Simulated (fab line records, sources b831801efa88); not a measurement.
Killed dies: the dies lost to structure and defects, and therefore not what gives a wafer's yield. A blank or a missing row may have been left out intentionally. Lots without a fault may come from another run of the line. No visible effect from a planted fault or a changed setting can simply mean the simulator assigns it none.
2 desks, one fault	flow gf180mcu	every desk sees just its own numbers, and what lay behind them comes last

## METROLOGY DESK
Means of the sampled wafers that have a number, per lot and without regard to the tool the lot ran on: this is what the gauges read. Marked OUT: a lot whose mean sits more than 4 standard deviations from the usual mean, which makes it out of limits; the brackets give that distance.
Columns: A = CONTACT_CVD_00_THK at GF_CONTACT_THK_MEAS_01, usual 300 nm
lot	first seen here	A
L375	day 15 02:22	301
L376	day 15 08:56	298
L380	day 17 01:30	300
L381	day 17 12:08	296
L383	day 18 04:57	299
L384	day 18 12:50	300
L386	day 19 03:13	300
L387	day 19 21:55	296
L388	day 20 01:02	301
L389	day 20 08:53	302
L390	day 20 16:03	304
L391	day 21 02:37	302
L392	day 21 08:23	301
L397	day 22 21:52	301
This desk found nothing out of limits on any of the 14 lots.

## AT THE TOOL OWNER'S DESK: pvd sputter-04
At GF_CONTACT_SPUTTER_23 (material TiN, target thk 10 nm, time 40 s) the tool's own readings: per lot run on this tool, the mean of the sampled wafers that have a number. Marked OUT: a lot whose mean sits more than 4 standard deviations from the usual mean, which makes it out of limits; the brackets give that distance.
Columns: A = cathode dc power W at GF_CONTACT_SPUTTER_23, usual 4000.1 W; B = chamber pressure pa at GF_CONTACT_SPUTTER_23, usual 4.999 Pa; C = throttle valve pct at GF_CONTACT_SPUTTER_23, usual 29.9 %
lot	first seen here	A	B	C
L381	day 18 12:47	4000.0	5.004	29.7
L386	day 20 04:47	4000.7	4.997	29.1
L388	day 21 02:04	4000.5	4.994	30.2
L397	day 23 22:14	3999.4	5.002	29.5
This desk found nothing out of limits on any of the 4 lots.

## PUT TOGETHER
At the metrology desk, nothing out of limits was observed.
The tool owner's desk saw nothing out of limits.

## WHAT HAD BEEN PUT IN BY THE SIMULATOR
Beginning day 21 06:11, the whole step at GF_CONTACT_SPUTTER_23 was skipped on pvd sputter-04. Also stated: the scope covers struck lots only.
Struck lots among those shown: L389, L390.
